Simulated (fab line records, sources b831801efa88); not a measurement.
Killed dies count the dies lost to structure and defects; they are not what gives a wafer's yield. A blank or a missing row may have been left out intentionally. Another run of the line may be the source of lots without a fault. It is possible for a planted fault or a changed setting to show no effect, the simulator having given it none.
One fault seen from 2 desks :: flow gf180mcu :: numbers are kept per desk, each desk with only its own; the story behind them comes last

== THE METROLOGY DESK ==
Means of the sampled wafers that have a number, per lot and without regard to the tool the lot ran on: this is what the gauges read. If a lot's mean is further than 4 standard deviations from the usual mean, the lot is out of limits and carries the mark OUT (the distance appears in the brackets).
Columns: A = cd_nm at GF_M5_CD_MEAS_07, usual 280.0 nm; B = M5_OVL at GF_M5_OVL_MEAS_08, usual 4 nm
lot: L642
first seen here: day 28 01:16
A: 279.5
B: 2

lot: L647
first seen here: day 29 12:52
A: 281.2
B: -3

lot: L653
first seen here: day 31 08:23
A: 280.8
B: 3

lot: L655
first seen here: day 32 02:12
A: 280.4
B: 13

lot: L656
first seen here: day 32 02:45
A: 279.9
B: 2

lot: L658
first seen here: day 32 18:57
A: 279.1
B: 3
This desk found nothing out of limits on any of the 6 lots.

== AT THE TOOL OWNER'S DESK: rie_diel-04 ==
The tool's own readings at GF_M5_ETCH_09 (etches Si3N4 in CF4/O2, target depth 52 nm, time 11.6 s): means of the sampled wafers that have a number, for each lot that ran on this tool. If a lot's mean is further than 4 standard deviations from the usual mean, the lot is out of limits and carries the mark OUT (the distance appears in the brackets).
Columns: A = drypump_motor_current_A at GF_M5_ETCH_09, usual 5.9 A; B = oes_product_au at GF_M5_ETCH_09, usual 0.996 a.u.; C = throttle_valve_pct at GF_M5_ETCH_09, usual 5.968 %
lot: L642
first seen here: day 28 01:23
A: 6.1
B: 0.995
C: 5.955

lot: L647
first seen here: day 29 13:01
A: 6.1
B: 0.999
C: 5.972

lot: L653
first seen here: day 31 08:31
A: 6.1
B: 1.233 (+30) OUT
C: 6.034 (+6.6) OUT

lot: L655
first seen here: day 32 02:19
A: 6.1
B: 1.222 (+28) OUT
C: 6.030 (+6.2) OUT
This desk's finding: out of limits on L653, L655; first on L653, day 31 08:31 (oes_product_au at GF_M5_ETCH_09). L642, L647: within limits.

== PUT TOGETHER ==
On L653, L655, at day 31 08:31, an alarm was possible from the tool owner's desk.
At the metrology desk, nothing out of limits was observed.
The metrology desk holds a record of L653, L655, inside its limits.
Every lot named ran GF_M5_ETCH_09 on rie_diel-04.

== WHAT THE SIMULATOR HAD INSERTED ==
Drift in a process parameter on rie_diel-04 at GF_M5_ETCH_09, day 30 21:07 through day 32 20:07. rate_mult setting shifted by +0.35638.
Shown lots that were struck: L653, L655.
How many hours passed from the start of the fault until each desk's first out-of-limits reading: the tool owner's desk, 11.
